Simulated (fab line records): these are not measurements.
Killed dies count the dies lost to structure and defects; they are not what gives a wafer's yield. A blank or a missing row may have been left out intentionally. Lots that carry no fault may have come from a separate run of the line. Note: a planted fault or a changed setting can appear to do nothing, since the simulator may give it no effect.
fab line records    flow sky130
record lots=24  wafers=72  last_day=50
route steps=708 shown METAL2@484 METAL3@569 VIA3@574 METAL4@633
lots untouched by any fault: they come from a run of this same line in which no faults occurred
start_h: hours from the record's opening day to when the first of the lot's shown wafers began    wait_h: how many hours have passed since the lot's step before this one    " same as the row above    L1.1+2: a row that stands for several wafers    - no value present, or no start provided    * or withheld: withheld    < > ~ a bound
route shown NAME@n: names a module that has steps shown in the file, with the first one's number in the route    usual: the fault-free wafers' mean and standard deviation    same: alike in all rows    chamber/n: place in a boat    sites: per-site readings    _std_site: the standard deviation of these    _edge_site: the outer-site mean with the inner-site mean subtracted    radius_mm: for every site, how far away it sits from the centre of the wafer    mask NAME#n: copy n    behind: the most recent tool/chamber to have shaped the wafer    hold: what put the lot on hold/how long, in hours/how the hold closed    device: which transistor (n, p or np) failed to switch    end of line: at the end of the route, the tests of the same wafers    where a step has no rows: the recipe by itself    killed: dies that structure and defects cost at the first sort, which is not the same as the wafer's yield    map: a wafer's dies, marking killed ones x, the rest . and places with no die _
set.NAME: the setting as run; set.NAME@STEP: as run at that earlier step    model.NAME: the simulator's own value behind a step, which no gauge read
the route's steps for a sample of lots (tables are steps, rows are wafers)
services: from which hour (start_h, from the record's first day; less than 0 if before it) a tool's chamber was out of use, for how many hours, and why
## steps
# step SKY_METAL2_SPUTTER_01
# recipe material=TiN  target_thk_nm=20  power_w=6500  time_s=16.7  chamber_pressure_pa=0.4
# usual cathode_dc_power_W=6500.0/1.2  throttle_valve_pct=30.4/0.79
lot.wafer  tool            chamber  start_h  wait_h  cathode_dc_power_W  throttle_valve_pct
L074.3     pvd_sputter-03  -        777.64   0.0     6498.9              30.4
L074.5     "               -        "        "       6499.6              31.2
L074.6     "               -        "        "       6500.5              31.3
L075.1     pvd_sputter-02  -        783.12   0.0     6501.6              31.4
L075.5     "               -        "        "       6500.9              29.9
L075.6     "               -        "        "       6500.8              29.6
L076.3     pvd_sputter-03  -        795.46   0.0     6498.1              31.4
L076.4     "               -        "        "       6498.9              29.9
L076.6     "               -        "        "       6499.0              31.0
L077.1     pvd_sputter-03  -        806.81   0.0     6500.9              29.8
L077.2     "               -        "        "       6501.2              31.4
L077.4     "               -        "        "       6501.6              31.3
L078.4     pvd_sputter-03  -        836.40   0.0     6501.8              29.6
L078.5     "               -        "        "       6498.2              29.9
L078.6     "               -        "        "       6499.2              30.9
L080.2     pvd_sputter-01  -        836.70   0.0     6501.0              29.7
L080.3     "               -        "        "       6501.0              30.9
L080.6     "               -        "        "       6497.9              30.1
L079.1     pvd_sputter-03  -        838.96   0.0     6500.8              29.7
L079.2     "               -        "        "       6500.1              30.2
L079.6     "               -        "        "       6502.5              29.6
L081.1     pvd_sputter-01  -        843.68   0.0     6500.5              29.9
L081.2     "               -        "        "       6502.2              28.7
L081.6     "               -        "        "       6498.6              28.8
L082.1     pvd_sputter-01  -        845.56   0.0     6500.5              30.1
L082.2     "               -        "        "       6500.3              30.6
L082.4     "               -        "        "       6499.1              28.7
L083.1     pvd_sputter-03  -        873.66   0.0     6501.8              29.6
L083.4     "               -        "        "       6498.8              30.2
L083.6     "               -        "        "       6497.7              31.3
L085.2     pvd_sputter-01  -        877.76   0.0     6498.5              30.1
L085.4     "               -        "        "       6499.0              28.7
L085.6     "               -        "        "       6499.8              30.5
L084.1     pvd_sputter-02  -        878.71   0.0     6500.0              29.3
L084.2     "               -        "        "       6500.6              29.8
L084.3     "               -        "        "       6500.0              31.1
L086.2     pvd_sputter-02  -        885.86   0.0     6501.6              29.7
L086.3     "               -        "        "       6499.8              31.3
L086.4     "               -        "        "       6498.1              30.4
L087.1     pvd_sputter-03  -        891.64   0.0     6498.6              31.4
L087.5     "               -        "        "       6499.2              29.8
L087.6     "               -        "        "       6500.3              30.8
L088.3     pvd_sputter-03  -        897.26   0.0     6500.9              31.5
L088.4     "               -        "        "       6500.0              29.6
L088.6     "               -        "        "       6498.3              31.4
L089.2     pvd_sputter-02  -        901.84   0.0     6501.6              29.4
L089.4     "               -        "        "       6498.1              29.9
L089.5     "               -        "        "       6499.0              29.9
L090.1     pvd_sputter-03  -        907.68   0.0     6501.3              30.9
L090.3     "               -        "        "       6501.6              31.4
L090.5     "               -        "        "       6501.1              31.5
L091.1     pvd_sputter-02  -        912.80   0.0     6499.4              31.2
L091.3     "               -        "        "       6499.9              29.8
L091.6     "               -        "        "       6498.7              29.6
L092.2     pvd_sputter-03  -        922.00   0.0     6500.5              30.0
L092.3     "               -        "        "       6500.0              29.9
L092.6     "               -        "        "       6499.6              31.3
L093.2     pvd_sputter-03  -        932.46   0.0     6499.2              29.8
L093.5     "               -        "        "       6499.4              31.3
L093.6     "               -        "        "       6499.6              30.9
L094.2     pvd_sputter-03  -        941.02   0.0     6500.5              31.3
L094.3     "               -        "        "       6499.1              30.1
L094.5     "               -        "        "       6497.3              31.3
L095.1     pvd_sputter-03  -        947.23   0.0     6499.7              29.5
L095.2     "               -        "        "       6500.4              31.2
L095.6     "               -        "        "       6500.8              29.7
L096.1     pvd_sputter-02  -        950.51   0.0     6500.3              29.8
L096.2     "               -        "        "       6499.4              31.2
L096.4     "               -        "        "       6500.6              29.4
L097.2     pvd_sputter-01  -        955.49   0.0     6500.7              28.8
L097.3     "               -        "        "       6499.3              30.2
L097.4     "               -        "        "       6497.6              30.6
# step SKY_METAL3_STRIP_19
# recipe chemistry=O2/N2  power_w=1400  pressure_mtorr=1500  platen_temp_c=withheld  o2_flow_sccm=3000  n2_flow_sccm=300  overash_fraction=0.5
# usual drypump_motor_current_A=5.8/0.46  oes_product_au=0.506/0.0046  strip_time_to_endpoint_s=6.61/0.045
lot.wafer  tool             chamber  start_h  wait_h  drypump_motor_current_A  oes_product_au  rf_hours_counter_h  strip_time_to_endpoint_s
L074.3     plasma_asher-04  1        890.47   0.1     5.6                      0.506           -                   6.61
L074.5     "                0        "        "       5.0                      0.499           -                   6.68
L074.6     "                1        "        "       5.6                      0.511           -                   6.59
L075.1     plasma_asher-03  0        896.72   0.1     6.0                      0.508           104                 6.66
L075.5     "                0        "        "       6.0                      0.509           -                   6.62
L075.6     "                1        "        "       5.9                      0.498           -                   6.55
L076.3     plasma_asher-04  1        907.83   0.1     5.6                      0.501           -                   6.54
L076.4     "                0        "        "       5.0                      0.508           -                   6.65
L076.6     "                1        "        "       5.6                      0.505           -                   6.57
L077.1     plasma_asher-04  0        917.30   0.1     5.0                      0.509           51                  6.62
L077.2     "                1        "        "       5.6                      0.504           51                  6.58
L077.4     "                1        "        "       5.6                      0.507           -                   6.59
L078.4     plasma_asher-03  1        944.83   0.1     5.9                      0.514           -                   6.61
L078.5     "                1        "        "       5.9                      0.501           -                   6.58
L078.6     "                0        "        "       6.0                      0.506           -                   6.60
L080.2     plasma_asher-02  1        945.09   0.1     6.5                      0.511           20                  6.69
L080.3     "                1        "        "       6.4                      0.516           -                   6.65
L080.6     "                0        "        "       5.2                      0.512           -                   6.63
L079.1     plasma_asher-03  0        946.54   0.1     6.0                      0.501           109                 6.57
L079.2     "                1        "        "       5.9                      0.513           109                 6.59
L079.6     "                0        "        "       6.0                      0.508           -                   6.68
L081.1     plasma_asher-02  0        950.34   0.1     5.2                      0.499           20                  6.54
L081.2     "                1        "        "       6.5                      0.511           20                  6.54
L081.6     "                0        "        "       5.3                      0.509           -                   6.57
L082.1     plasma_asher-03  0        952.30   0.1     6.1                      0.510           110                 6.61
L082.2     "                1        "        "       5.9                      0.504           110                 6.70
L082.4     "                1        "        "       5.9                      0.502           -                   6.55
L083.1     plasma_asher-03  1        978.66   0.2     5.9                      0.502           112                 6.62
L083.4     "                0        "        "       6.0                      0.510           -                   6.57
L083.6     "                0        "        "       6.0                      0.510           -                   6.65
L085.2     plasma_asher-02  1        980.65   0.1     6.5                      0.507           23                  6.69
L085.4     "                0        "        "       5.2                      0.507           -                   6.58
L085.6     "                1        "        "       6.5                      0.505           -                   6.58
L084.1     plasma_asher-04  1        981.30   0.1     5.6                      0.500           57                  6.64
L084.2     "                0        "        "       5.0                      0.502           57                  6.59
L084.3     "                1        "        "       5.6                      0.502           -                   6.59
L086.2     plasma_asher-03  0        989.05   0.1     6.0                      0.504           113                 6.59
L086.3     "                0        "        "       6.0                      0.506           -                   6.64
L086.4     "                1        "        "       5.9                      0.497           -                   6.52
L087.1     plasma_asher-03  0        994.00   0.1     6.0                      0.510           113                 6.58
L087.5     "                1        "        "       5.9                      0.514           -                   6.60
L087.6     "                0        "        "       6.0                      0.509           -                   6.65
L088.3     plasma_asher-03  0        997.64   0.1     6.0                      0.498           -                   6.55
L088.4     "                1        "        "       5.9                      0.507           -                   6.56
L088.6     "                1        "        "       5.9                      0.512           -                   6.63
L089.2     plasma_asher-02  1        1002.70  0.1     6.5                      0.510           26                  6.60
L089.4     "                0        "        "       5.2                      0.510           -                   6.59
L089.5     "                0        "        "       5.2                      0.504           -                   6.60
L090.1     plasma_asher-03  1        1007.14  0.1     5.8                      0.514           115                 6.62
L090.3     "                0        "        "       6.0                      0.511           -                   6.62
L090.5     "                1        "        "       5.8                      0.505           -                   6.58
L091.1     plasma_asher-04  0        1012.69  0.1     5.0                      0.512           60                  6.68
L091.3     "                0        "        "       5.0                      0.502           -                   6.72
L091.6     "                1        "        "       5.6                      0.511           -                   6.63
L092.2     plasma_asher-03  0        1022.73  0.2     6.0                      0.502           116                 6.57
L092.3     "                0        "        "       6.0                      0.501           -                   6.61
L092.6     "                1        "        "       5.9                      0.500           -                   6.59
L093.2     plasma_asher-04  1        1030.26  0.1     5.6                      0.502           61                  6.63
L093.5     "                1        "        "       5.6                      0.506           -                   6.63
L093.6     "                0        "        "       5.0                      0.505           -                   6.59
L094.2     plasma_asher-02  0        1037.09  0.1     5.2                      0.503           29                  6.58
L094.3     "                0        "        "       5.2                      0.506           -                   6.64
L094.5     "                1        "        "       6.5                      0.506           -                   6.58
L095.1     plasma_asher-03  0        1046.21  0.1     6.0                      0.515           118                 6.54
L095.2     "                1        "        "       5.9                      0.507           118                 6.55
L095.6     "                1        "        "       5.9                      0.508           -                   6.60
L096.1     plasma_asher-02  1        1047.50  0.1     6.5                      0.512           30                  6.65
L096.2     "                0        "        "       5.2                      0.516           30                  6.67
L096.4     "                1        "        "       6.5                      0.504           -                   6.63
L097.2     plasma_asher-02  1        1054.24  0.1     6.5                      0.502           30                  6.47
L097.3     "                1        "        "       6.5                      0.502           -                   6.52
L097.4     "                0        "        "       5.2                      0.507           -                   6.60
# step SKY_VIA3_THK_MEAS_01
# recipe reads=SiO2_of_VIA3_HDPCVD_00
# usual VIA3_HDPCVD_THK=1701/16
lot.wafer  tool           chamber  start_h  wait_h  VIA3_HDPCVD_THK[nm]
L074.3     film_metro-01  -        891.21   0.1     1691
L074.5     "              -        "        "       1678
L074.6     "              -        "        "       1684
L075.1     film_metro-04  -        897.48   0.1     1713
L075.5     "              -        "        "       1712
L075.6     "              -        "        "       1713
L076.3     film_metro-02  -        908.66   0.1     1693
L076.4     "              -        "        "       1695
L076.6     "              -        "        "       1691
L077.1     film_metro-04  -        918.06   0.1     1745
L077.2     "              -        "        "       1714
L077.4     "              -        "        "       1711
L078.4     film_metro-01  -        945.64   0.0     1717
L078.5     "              -        "        "       1722
L078.6     "              -        "        "       1719
L080.2     film_metro-04  -        945.86   0.1     1701
L080.3     "              -        "        "       1701
L080.6     "              -        "        "       1709
L079.1     film_metro-04  -        947.32   0.1     1689
L079.2     "              -        "        "       1680
L079.6     "              -        "        "       1687
L081.1     film_metro-01  -        951.12   0.1     1701
L081.2     "              -        "        "       1686
L081.6     "              -        "        "       1683
L082.1     film_metro-01  -        953.13   0.1     1715
L082.2     "              -        "        "       1700
L082.4     "              -        "        "       1705
L083.1     film_metro-02  -        979.45   0.1     1707
L083.4     "              -        "        "       1713
L083.6     "              -        "        "       1714
L085.2     film_metro-02  -        981.47   0.1     1684
L085.4     "              -        "        "       1695
L085.6     "              -        "        "       1689
L084.1     film_metro-04  -        982.06   0.1     1722
L084.2     "              -        "        "       1734
L084.3     "              -        "        "       1717
L086.2     film_metro-02  -        989.82   0.1     1709
L086.3     "              -        "        "       1714
L086.4     "              -        "        "       1717
L087.1     film_metro-04  -        994.76   0.1     1684
L087.5     "              -        "        "       1691
L087.6     "              -        "        "       1686
L088.3     film_metro-02  -        998.38   0.1     1675
L088.4     "              -        "        "       1688
L088.6     "              -        "        "       1699
L089.2     film_metro-01  -        1003.47  0.1     1688
L089.4     "              -        "        "       1688
L089.5     "              -        "        "       1707
L090.1     film_metro-01  -        1007.90  0.1     1705
L090.3     "              -        "        "       1708
L090.5     "              -        "        "       1704
L091.1     film_metro-04  -        1013.49  0.1     1681
L091.3     "              -        "        "       1684
L091.6     "              -        "        "       1684
L092.2     film_metro-01  -        1023.51  0.1     1701
L092.3     "              -        "        "       1696
L092.6     "              -        "        "       1695
L093.2     film_metro-02  -        1031.52  0.1     1711
L093.5     "              -        "        "       1704
L093.6     "              -        "        "       1714
L094.2     film_metro-01  -        1037.86  0.1     1706
L094.3     "              -        "        "       1694
L094.5     "              -        "        "       1703
L095.1     film_metro-04  -        1046.97  0.1     1689
L095.2     "              -        "        "       1685
L095.6     "              -        "        "       1691
L096.1     film_metro-02  -        1048.32  0.1     1698
L096.2     "              -        "        "       1699
L096.4     "              -        "        "       1680
L097.2     film_metro-02  -        1055.16  0.1     1700
L097.3     "              -        "        "       1710
L097.4     "              -        "        "       1703
# step SKY_VIA3_STRIP_16
# recipe chemistry=O2/N2  power_w=1400  pressure_mtorr=1500  platen_temp_c=withheld  o2_flow_sccm=3000  n2_flow_sccm=300  overash_fraction=0.5
# usual drypump_motor_current_A=5.8/0.46  oes_product_au=0.403/0.0051  strip_time_to_endpoint_s=4.146/0.025
lot.wafer  tool             chamber  start_h  wait_h  drypump_motor_current_A  oes_product_au  rf_hours_counter_h  strip_time_to_endpoint_s
L074.3     plasma_asher-03  1        916.91   0.1     5.9                      0.399           -                   4.127
L074.5     "                1        "        "       5.9                      0.399           -                   4.126
L074.6     "                0        "        "       6.1                      0.401           -                   4.152
L075.1     plasma_asher-01  0        923.44   0.0     5.7                      0.407           76                  4.181
L075.5     "                1        "        "       5.4                      0.402           -                   4.154
L075.6     "                0        "        "       5.7                      0.405           -                   4.156
L076.3     plasma_asher-02  1        933.48   0.1     6.5                      0.407           -                   4.178
L076.4     "                0        "        "       5.2                      0.404           -                   4.180
L076.6     "                1        "        "       6.5                      0.409           -                   4.132
L077.1     plasma_asher-02  0        942.54   0.0     5.3                      0.406           20                  4.143
L077.2     "                1        "        "       6.5                      0.392           20                  4.129
L077.4     "                1        "        "       6.5                      0.396           -                   4.176
L078.4     plasma_asher-01  0        970.46   0.1     5.6                      0.407           -                   4.145
L078.5     "                1        "        "       5.4                      0.394           -                   4.163
L078.6     "                0        "        "       5.7                      0.406           -                   4.178
L080.2     plasma_asher-03  0        970.57   0.0     6.0                      0.401           111                 4.177
L080.3     "                1        "        "       5.9                      0.408           -                   4.185
L080.6     "                1        "        "       5.9                      0.402           -                   4.191
L079.1     plasma_asher-02  1        972.29   0.0     6.5                      0.396           22                  4.158
L079.2     "                0        "        "       5.2                      0.402           22                  4.169
L079.6     "                0        "        "       5.2                      0.409           -                   4.180
L081.1     plasma_asher-02  0        975.57   0.0     5.2                      0.402           23                  4.172
L081.2     "                1        "        "       6.5                      0.411           23                  4.180
L081.6     "                0        "        "       5.2                      0.404           -                   4.195
L082.1     plasma_asher-03  0        977.94   0.0     6.0                      0.402           112                 4.160
L082.2     "                1        "        "       5.8                      0.405           112                 4.176
L082.4     "                1        "        "       5.9                      0.402           -                   4.188
L083.1     plasma_asher-02  0        1003.87  0.0     5.2                      0.402           26                  4.174
L083.4     "                1        "        "       6.5                      0.402           -                   4.160
L083.6     "                0        "        "       5.2                      0.397           -                   4.165
L085.2     plasma_asher-02  0        1005.06  0.0     5.2                      0.385           26                  4.132
L085.4     "                1        "        "       6.5                      0.399           -                   4.138
L085.6     "                1        "        "       6.5                      0.405           -                   4.136
L084.1     plasma_asher-03  1        1006.19  0.0     5.9                      0.407           115                 4.171
L084.2     "                0        "        "       6.0                      0.401           115                 4.111
L084.3     "                0        "        "       6.0                      0.405           -                   4.141
L086.2     plasma_asher-03  0        1013.37  0.0     6.0                      0.405           115                 4.153
L086.3     "                0        "        "       6.0                      0.408           -                   4.139
L086.4     "                1        "        "       5.9                      0.403           -                   4.149
L087.1     plasma_asher-03  0        1018.19  0.0     6.0                      0.401           116                 4.148
L087.5     "                1        "        "       5.9                      0.405           -                   4.160
L087.6     "                0        "        "       6.0                      0.402           -                   4.148
L088.3     plasma_asher-03  0        1022.23  0.1     6.0                      0.399           -                   4.131
L088.4     "                1        "        "       5.9                      0.401           -                   4.156
L088.6     "                0        "        "       6.0                      0.401           -                   4.160
L089.2     plasma_asher-02  0        1027.08  0.0     5.2                      0.411           28                  4.164
L089.4     "                0        "        "       5.2                      0.391           -                   4.166
L089.5     "                0        "        "       5.2                      0.405           -                   4.159
L090.1     plasma_asher-02  0        1031.49  0.0     5.2                      0.398           29                  4.138
L090.3     "                0        "        "       5.2                      0.404           -                   4.124
L090.5     "                1        "        "       6.5                      0.394           -                   4.105
L091.1     plasma_asher-03  0        1036.24  0.0     6.0                      0.405           118                 4.140
L091.3     "                1        "        "       5.9                      0.395           -                   4.118
L091.6     "                0        "        "       6.0                      0.406           -                   4.118
L092.2     plasma_asher-01  1        1046.33  0.0     5.4                      0.396           88                  4.140
L092.3     "                0        "        "       5.6                      0.407           -                   4.139
L092.6     "                0        "        "       5.7                      0.399           -                   4.134
L093.2     plasma_asher-01  1        1055.34  0.0     5.4                      0.395           89                  4.165
L093.5     "                1        "        "       5.4                      0.404           -                   4.162
L093.6     "                0        "        "       5.6                      0.402           -                   4.165
L094.2     plasma_asher-02  0        1058.69  0.0     5.2                      0.403           31                  4.134
L094.3     "                0        "        "       5.2                      0.406           -                   4.129
L094.5     "                1        "        "       6.5                      0.406           -                   4.106
L095.1     plasma_asher-02  1        1068.53  0.0     6.5                      0.396           32                  4.100
L095.2     "                0        "        "       5.2                      0.398           32                  4.115
L095.6     "                0        "        "       5.2                      0.399           -                   4.137
L096.1     plasma_asher-02  1        1069.63  0.0     6.5                      0.400           32                  4.093
L096.2     "                0        "        "       5.2                      0.411           32                  4.105
L096.4     "                0        "        "       5.2                      0.393           -                   4.097
L097.2     plasma_asher-03  1        1075.63  0.0     5.9                      0.409           1                   4.105
L097.3     "                0        "        "       6.0                      0.400           -                   4.097
L097.4     "                1        "        "       5.9                      0.398           -                   4.125
# step SKY_METAL4_ETCH_17
# recipe target=SiO2  stop_on=TiN  chemistry=C4F8/O2/Ar  source_w=1500  bias_w=1200  pressure_mtorr=40  c4f8_flow_sccm=withheld  O2_flow_sccm=6  Ar_flow_sccm=300  time_s=3.9  target_depth_a=150
# usual oes_product_au=0.756/0.0069  rf_fwd_power_W=1469/7.7
lot.wafer  tool         chamber  start_h  wait_h  oes_product_au  rf_fwd_power_W  rf_hours_counter_h
L074.3     rie_diel-02  2        967.26   0.0     0.755           1473            23
L074.5     "            3        "        "       0.768           1467            -
L074.6     "            2        "        "       0.750           1482            -
L075.1     rie_diel-01  1        974.02   0.1     0.753           1467            6
L075.5     "            0        "        "       0.762           1476            -
L075.6     "            3        "        "       0.771           1467            -
L076.3     rie_diel-04  3        982.89   0.0     0.748           1465            18
L076.4     "            1        "        "       0.751           1468            11
L076.6     "            2        "        "       0.763           1470            -
L077.1     rie_diel-02  2        993.26   0.1     0.742           1472            24
L077.2     "            3        "        "       0.756           1462            26
L077.4     "            3        "        "       0.753           1464            -
L078.4     rie_diel-01  0        1018.78  0.1     0.752           1482            15
L078.5     "            3        "        "       0.758           1473            -
L078.6     "            2        "        "       0.757           1474            -
L080.2     rie_diel-01  2        1019.54  0.1     0.749           1465            6
L080.3     "            1        "        "       0.759           1474            8
L080.6     "            3        "        "       0.750           1466            -
L079.1     rie_diel-01  1        1023.51  0.1     0.761           1474            8
L079.2     "            3        "        "       0.754           1469            19
L079.6     "            0        "        "       0.760           1482            -
L081.1     rie_diel-04  1        1024.32  0.1     0.759           1455            12
L081.2     "            2        "        "       0.749           1471            19
L081.6     "            3        "        "       0.761           1465            -
L082.1     rie_diel-01  3        1027.22  0.1     0.756           1463            19
L082.2     "            0        "        "       0.765           1479            15
L082.4     "            2        "        "       0.759           1469            6
L083.1     rie_diel-01  3        1053.81  0.1     0.754           1472            20
L083.4     "            1        "        "       0.751           1487            9
L083.6     "            0        "        "       0.755           1475            -
L085.2     rie_diel-01  3        1054.17  0.1     0.759           1474            20
L085.4     "            1        "        "       0.764           1471            9
L085.6     "            3        "        "       0.765           1469            -
L084.1     rie_diel-01  3        1054.77  0.1     0.750           1471            20
L084.2     "            1        "        "       0.757           1470            9
L084.3     "            0        "        "       0.751           1484            16
L086.2     rie_diel-04  3        1058.26  0.1     0.743           1463            21
L086.3     "            1        "        "       0.754           1468            13
L086.4     "            2        "        "       0.752           1466            20
L087.1     rie_diel-02  2        1061.69  0.2     0.757           1476            26
L087.5     "            0        "        "       0.761           1459            -
L087.6     "            1        "        "       0.768           1471            -
L088.3     rie_diel-02  1        1065.99  0.1     0.759           1467            18
L088.4     "            0        "        "       0.755           1452            -
L088.6     "            1        "        "       0.765           1466            -
L089.2     rie_diel-01  0        1071.92  0.1     0.763           1472            16
L089.4     "            2        "        "       0.761           1468            7
L089.5     "            2        "        "       0.764           1472            -
L090.1     rie_diel-02  2        1076.77  0.1     0.752           1476            27
L090.3     "            1        "        "       0.749           1462            18
L090.5     "            0        "        "       0.757           1457            -
L091.1     rie_diel-04  0        1081.20  0.1     0.763           1464            24
L091.3     "            2        "        "       0.764           1467            21
L091.6     "            3        "        "       0.770           1460            -
L092.2     rie_diel-01  1        1088.47  0.1     0.756           1484            10
L092.3     "            0        "        "       0.751           1483            17
L092.6     "            1        "        "       0.759           1477            -
L093.2     rie_diel-01  1        1099.42  0.1     0.749           1480            10
L093.5     "            1        "        "       0.741           1482            -
L093.6     "            0        "        "       0.755           1474            -
L094.2     rie_diel-02  1        1101.97  0.1     0.744           1461            19
L094.3     "            2        "        "       0.743           1474            28
L094.5     "            2        "        "       0.759           1470            -
L095.1     rie_diel-01  0        1110.55  0.1     0.749           1480            17
L095.2     "            2        "        "       0.770           1463            9
L095.6     "            0        "        "       0.761           1482            -
L096.1     rie_diel-04  1        1111.16  0.1     0.764           1461            15
L096.2     "            3        "        "       0.757           1466            22
L096.4     "            2        "        "       0.755           1464            22
L097.2     rie_diel-02  0        1118.30  0.1     0.751           1457            9
L097.3     "            3        "        "       0.746           1475            1
L097.4     "            2        "        "       0.753           1464            28
# step SKY_METAL4_STRIP_19
# recipe chemistry=O2/N2  power_w=1400  pressure_mtorr=1500  platen_temp_c=withheld  o2_flow_sccm=3000  n2_flow_sccm=300  overash_fraction=0.5
# usual drypump_motor_current_A=5.6/0.48  oes_product_au=0.506/0.0055  strip_time_to_endpoint_s=6.60/0.074
lot.wafer  tool             chamber  start_h  wait_h  drypump_motor_current_A  oes_product_au  rf_hours_counter_h  strip_time_to_endpoint_s
L074.3     plasma_asher-01  1        967.49   0.1     5.4                      0.506           -                   6.68
L074.5     "                1        "        "       5.4                      0.512           -                   6.68
L074.6     "                0        "        "       5.6                      0.512           -                   6.70
L075.1     plasma_asher-02  0        974.21   0.1     5.2                      0.501           23                  6.55
L075.5     "                0        "        "       5.2                      0.503           -                   6.52
L075.6     "                1        "        "       6.5                      0.510           -                   6.58
L076.3     plasma_asher-04  0        983.12   0.1     5.0                      0.506           -                   6.69
L076.4     "                1        "        "       5.6                      0.505           -                   6.68
L076.6     "                1        "        "       5.6                      0.509           -                   6.71
L077.1     plasma_asher-02  1        993.45   0.1     6.5                      0.518           25                  6.76
L077.2     "                0        "        "       5.2                      0.505           25                  6.64
L077.4     "                0        "        "       5.2                      0.511           -                   6.72
L078.4     plasma_asher-02  0        1019.01  0.1     5.2                      0.503           -                   6.61
L078.5     "                1        "        "       6.5                      0.508           -                   6.67
L078.6     "                0        "        "       5.2                      0.518           -                   6.70
L080.2     plasma_asher-01  0        1019.74  0.1     5.7                      0.509           85                  6.54
L080.3     "                1        "        "       5.4                      0.502           -                   6.56
L080.6     "                0        "        "       5.6                      0.497           -                   6.55
L079.1     plasma_asher-04  0        1023.71  0.1     5.0                      0.505           60                  6.69
L079.2     "                1        "        "       5.6                      0.497           60                  6.61
L079.6     "                0        "        "       5.0                      0.515           -                   6.73
L081.1     plasma_asher-01  1        1024.52  0.1     5.4                      0.497           86                  6.63
L081.2     "                0        "        "       5.6                      0.505           86                  6.64
L081.6     "                1        "        "       5.4                      0.511           -                   6.62
L082.1     plasma_asher-01  1        1027.42  0.1     5.4                      0.507           86                  6.56
L082.2     "                0        "        "       5.6                      0.497           86                  6.47
L082.4     "                0        "        "       5.6                      0.507           -                   6.66
L083.1     plasma_asher-01  1        1054.00  0.1     5.4                      0.506           89                  6.60
L083.4     "                0        "        "       5.7                      0.503           -                   6.51
L083.6     "                0        "        "       5.6                      0.513           -                   6.64
L085.2     plasma_asher-04  0        1054.36  0.1     5.0                      0.510           64                  6.61
L085.4     "                0        "        "       5.0                      0.503           -                   6.63
L085.6     "                0        "        "       5.0                      0.507           -                   6.54
L084.1     plasma_asher-04  0        1054.96  0.1     5.0                      0.505           64                  6.65
L084.2     "                1        "        "       5.6                      0.502           64                  6.48
L084.3     "                0        "        "       5.0                      0.501           -                   6.51
L086.2     plasma_asher-04  0        1058.63  0.2     5.0                      0.518           64                  6.68
L086.3     "                1        "        "       5.6                      0.508           -                   6.66
L086.4     "                0        "        "       5.0                      0.505           -                   6.65
L087.1     plasma_asher-02  0        1061.89  0.1     5.3                      0.504           32                  6.45
L087.5     "                0        "        "       5.2                      0.510           -                   6.50
L087.6     "                1        "        "       6.5                      0.497           -                   6.48
L088.3     plasma_asher-01  0        1066.22  0.1     5.7                      0.502           -                   6.58
L088.4     "                1        "        "       5.4                      0.507           -                   6.53
L088.6     "                0        "        "       5.6                      0.514           -                   6.54
L089.2     plasma_asher-02  0        1072.29  0.2     5.2                      0.506           32                  6.68
L089.4     "                1        "        "       6.5                      0.509           -                   6.71
L089.5     "                0        "        "       5.2                      0.505           -                   6.67
L090.1     plasma_asher-01  0        1077.14  0.3     5.7                      0.503           91                  6.65
L090.3     "                1        "        "       5.4                      0.506           -                   6.64
L090.5     "                1        "        "       5.4                      0.508           -                   6.73
L091.1     plasma_asher-02  0        1081.58  0.3     5.2                      0.504           34                  6.58
L091.3     "                1        "        "       6.5                      0.502           -                   6.55
L091.6     "                0        "        "       5.2                      0.500           -                   6.54
L092.2     plasma_asher-02  0        1088.73  0.2     5.2                      0.510           34                  6.52
L092.3     "                1        "        "       6.5                      0.502           -                   6.47
L092.6     "                0        "        "       5.2                      0.502           -                   6.59
L093.2     plasma_asher-04  1        1099.62  0.1     5.6                      0.508           68                  6.60
L093.5     "                1        "        "       5.6                      0.514           -                   6.67
L093.6     "                0        "        "       5.0                      0.504           -                   6.54
L094.2     plasma_asher-02  0        1102.17  0.1     5.2                      0.501           35                  6.52
L094.3     "                0        "        "       5.2                      0.502           -                   6.51
L094.5     "                1        "        "       6.4                      0.500           -                   6.52
L095.1     plasma_asher-01  1        1110.92  0.3     5.4                      0.510           95                  6.64
L095.2     "                0        "        "       5.6                      0.500           95                  6.56
L095.6     "                1        "        "       5.4                      0.503           -                   6.60
L096.1     plasma_asher-02  1        1111.36  0.1     6.5                      0.498           36                  6.48
L096.2     "                0        "        "       5.2                      0.504           36                  6.63
L096.4     "                0        "        "       5.2                      0.499           -                   6.48
L097.2     plasma_asher-04  0        1118.49  0.1     5.0                      0.507           70                  6.66
L097.3     "                0        "        "       5.0                      0.514           -                   6.64
L097.4     "                1        "        "       5.6                      0.504           -                   6.62
## services
tool             chamber  start_h  hours  kind
rie_diel-01      0        754.81   5.5    repair
rie_diel-01      2        769.16   7.5    repair
rie_diel-02      -        776.54   2.8    pm
rie_diel-01      1        797.64   8.1    repair
rie_diel-02      0        819.26   1.8    repair
rie_diel-01      -        824.12   0.4    repair
plasma_asher-01  -        832.91   2.8    pm
plasma_asher-02  -        833.90   2.6    repair
rie_diel-01      1        853.89   1.4    repair
rie_diel-02      -        864.44   0.2    repair
rie_diel-02      2        902.52   7.1    repair
plasma_asher-03  -        903.62   2.8    pm
pvd_sputter-01   -        915.19   2.7    repair
plasma_asher-04  -        917.96   3.3    repair
rie_diel-02      0        962.38   44.1   repair
rie_diel-02      -        977.39   15.6   pm
rie_diel-01      0        1002.29  12.7   repair
plasma_asher-04  -        1002.30  2.8    pm
plasma_asher-03  -        1055.34  9.0    pm
rie_diel-01      -        1068.22  0.4    repair
pvd_sputter-03   -        1096.70  3.5    repair
rie_diel-01      -        1101.24  0.4    repair
rie_diel-02      3        1109.66  4.2    repair
rie_diel-01      0        1112.66  9.6    repair
## key
fault none
